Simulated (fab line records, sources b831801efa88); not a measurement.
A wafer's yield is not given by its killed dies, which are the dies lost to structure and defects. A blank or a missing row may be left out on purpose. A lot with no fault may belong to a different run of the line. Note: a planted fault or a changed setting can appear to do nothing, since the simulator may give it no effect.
Which tool was responsible? / flow sky130 / 7 lots, 21 wafers sampled, at 2 steps of a route of 708

WHAT THE GAUGES READ, wafer by wafer
SKY_VIA3_RS_MEAS_22: uses a four-point probe to measure.
lot=L126; measured=day 39 11:05; on=film_metro-02; VIA3_W_RS (ohm/sq)=0.293 0.298 0.296
lot=L130; measured=day 40 22:22; on=film_metro-02; VIA3_W_RS (ohm/sq)=0.294 0.296 0.293
lot=L133; measured=day 41 15:47; on=film_metro-02; VIA3_W_RS (ohm/sq)=0.299 0.299 0.295
lot=L140; measured=day 43 14:57; on=film_metro-03; VIA3_W_RS (ohm/sq)=57.225 55.771 56.139
lot=L145; measured=day 45 03:43; on=film_metro-03; VIA3_W_RS (ohm/sq)=0.293 0.292 0.294
lot=L146; measured=day 45 12:33; on=film_metro-02; VIA3_W_RS (ohm/sq)=0.297 0.295 0.297
lot=L148; measured=day 45 17:52; on=film_metro-02; VIA3_W_RS (ohm/sq)=0.288 0.287 0.291

TOOL THAT RAN EACH LOT (tool first, then ch and the chambers of the sampled wafers, then the start)
lot=L126; SKY_VIA3_CVD_21=cvd_w-01 ch 0,1, day 39 10:57
lot=L130; SKY_VIA3_CVD_21=cvd_w-01 ch 0,1, day 40 22:14
lot=L133; SKY_VIA3_CVD_21=cvd_w-02 ch 0,1, day 41 15:38
lot=L140; SKY_VIA3_CVD_21=cvd_w-01 ch 0,1, day 43 14:50
lot=L145; SKY_VIA3_CVD_21=cvd_w-01 ch 0,1, day 45 03:34
lot=L146; SKY_VIA3_CVD_21=cvd_w-01 ch 0,1, day 45 12:26
lot=L148; SKY_VIA3_CVD_21=cvd_w-02 ch 0,1, day 45 17:38
- SKY_VIA3_CVD_21: deposits W, target thk 390 nm, time 117.31 s.

THE ANSWER, worked out from the rows above alone
Rule: what is usual is taken from the lots themselves. The widest of any qualifying gaps counts: lots, ordered by their means at a reading, are off when they make up no more than a third of the lots, leave a main group of 4 or more, and stand apart from it by 3 or more times the standard deviation of that group's means. A main group is skipped when, at the precision printed for the reading in the tables above, its means are all equal. Also off: a lot with no number at a reading for which 4 or more lots have one. Where the step has rows for the other lots, those lots are counted as sound.
Off: L140, seen at SKY_VIA3_RS_MEAS_22 (VIA3_W_RS). Mean 0.294 ohm/sq and standard deviation 0.0029 in the main group.
If a tool, at a process step before that reading, ran all the lots that are off and no sound lot after the first of them, it fits. Gauges at SKY_VIA3_RS_MEAS_22: tried the same way as those tools. No candidate that was tried fits.

WHAT THE SIMULATOR HAD PUT IN
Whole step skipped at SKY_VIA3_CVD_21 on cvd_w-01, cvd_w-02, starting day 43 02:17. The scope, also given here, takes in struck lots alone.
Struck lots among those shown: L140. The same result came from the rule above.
